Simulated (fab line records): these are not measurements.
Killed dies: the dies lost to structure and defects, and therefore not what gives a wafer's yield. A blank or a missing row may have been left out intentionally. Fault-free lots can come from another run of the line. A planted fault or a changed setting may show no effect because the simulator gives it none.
A struck lot beside a sound one -- flow sky130 -- 20 out of 708 route steps
Sound: the wafers L411.2, L411.3, L411.4. Struck: wafer L406.6 (left out: L406.1, L406.5 of the same lot, which were not struck); the cause appears at the end.
Per side, at each step with rows, come the tool, then ch with its chambers, and then its first start. Under that, the readings that differ: sound wafers -- struck wafers -- difference of the means -- sigmas: that difference in standard deviations of wafers without a fault.
alike: a reading whose means differ by less than 2 such deviations, as well as words and numbers matching on both sides. not compared: withheld readings; readings where some wafer has no value; bounds like >300 that might hide an equal value; numbers whose values overlap and for which the record gives no deviation.
The two part at a step that has a row with sigmas, a row that says differs or no value, or rows on one side only. Non-overlapping numbers with no deviation appear without sigmas and do not part them. A reading that every wafer of one side lacks parts them only if that side has two wafers or more.

SKY_POLY_GATE_CD_MEAS_22:
  sound on cdSem-01 at day 24 12:49; struck on cdSem-01 at day 22 19:11
  alike: cdNm
then, 7 steps without rows for these wafers: SKY_LDD_N_DEHYDRATE_00 (time 60 s); SKY_LDD_N_HMDS_01 (prime time 60 s); SKY_LDD_N_COAT_02 (resist thk 300 nm); SKY_LDD_N_SOFTBAKE_03 (time 60 s); SKY_LDD_N_EXPOSE_04 (exposes mask NTM, target cd 840 nm); SKY_LDD_N_PEB_05; SKY_LDD_N_DEVELOP_06 (develop time 60 s).
SKY_LDD_N_OVL_MEAS_07:
  sound on overlay-02 at day 25 18:29; struck on overlay-02 at day 24 01:41
  alike: LDD_N_OVL
then, 3 steps without rows for these wafers: SKY_LDD_N_IMPLANT_08; SKY_LDD_N_IMPLANT_09; SKY_LDD_N_IMPLANT_10.
SKY_LDD_N_IMPLANT_11:
  sound on implanter-01 ch 0, day 25 19:00; struck on implanter-03 ch 0, day 24 02:11
reading,sound,struck,difference,sigmas
beamOnS (s),9.76 10.05 10.00,12.55,+2.61,+13
faradayCurrentUA,432 422 420,336,-89,-11
then, 4 steps without rows for these wafers: SKY_LDD_N_IMPLANT_12; SKY_LDD_N_IMPLANT_13; SKY_LDD_N_IMPLANT_14; SKY_LDD_N_IMPLANT_15.
SKY_LDD_N_STRIP_16: strips in O2/N2.
  sound on plasmaAsher-03 ch 0,1, day 25 19:43; struck on plasmaAsher-01 ch 1, day 24 02:56
reading,sound,struck,difference,sigmas
stripTimeToEndpointS (s),4.307 4.306 4.317,4.362,+0.052,+4
  alike: drypumpMotorCurrentA, oesProductAu
  not compared: rfHoursCounterH
SKY_LDD_N_TW_MEAS_17:
  sound on filmMetro-01 at day 25 19:50; struck on filmMetro-04 at day 24 03:02
reading,sound,struck,difference,sigmas
LDD_N_TW,2564 2553 2557,2595,+37,+2
-- the record jumps here: 26 days lie between the struck wafers' starts before and after (it left off in module LDD_N and takes up again in module PAD_OPEN, whose first step shown is number 708 of the route) --
SKY_PAD_OPEN_PROBE_99:
  sound on prober-01 at day 51 07:01; struck on prober-02 at day 50 10:49
reading,sound,struck,difference,sigmas
model.etest.tipN.rsOhmSq,440.4 441.6 439.6,429.8,-10.7,
  alike: killed_at_M0_to_M3, killed_at_M4_up, killedAtContacts, killedAtFrontEnd, killedAtOther, killedDies, killedOnRim, killedOpen, killedShort

== WHERE THEY PART ==
First at SKY_LDD_N_IMPLANT_11; last, within this record, at SKY_LDD_N_TW_MEAS_17. Later steps at which nothing parts them and some readings are alike: SKY_PAD_OPEN_PROBE_99.

WHY: the cause the simulator had injected
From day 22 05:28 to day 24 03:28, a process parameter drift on implanter-03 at SKY_LDD_N_IMPLANT_11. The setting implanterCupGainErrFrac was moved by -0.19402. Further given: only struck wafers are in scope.
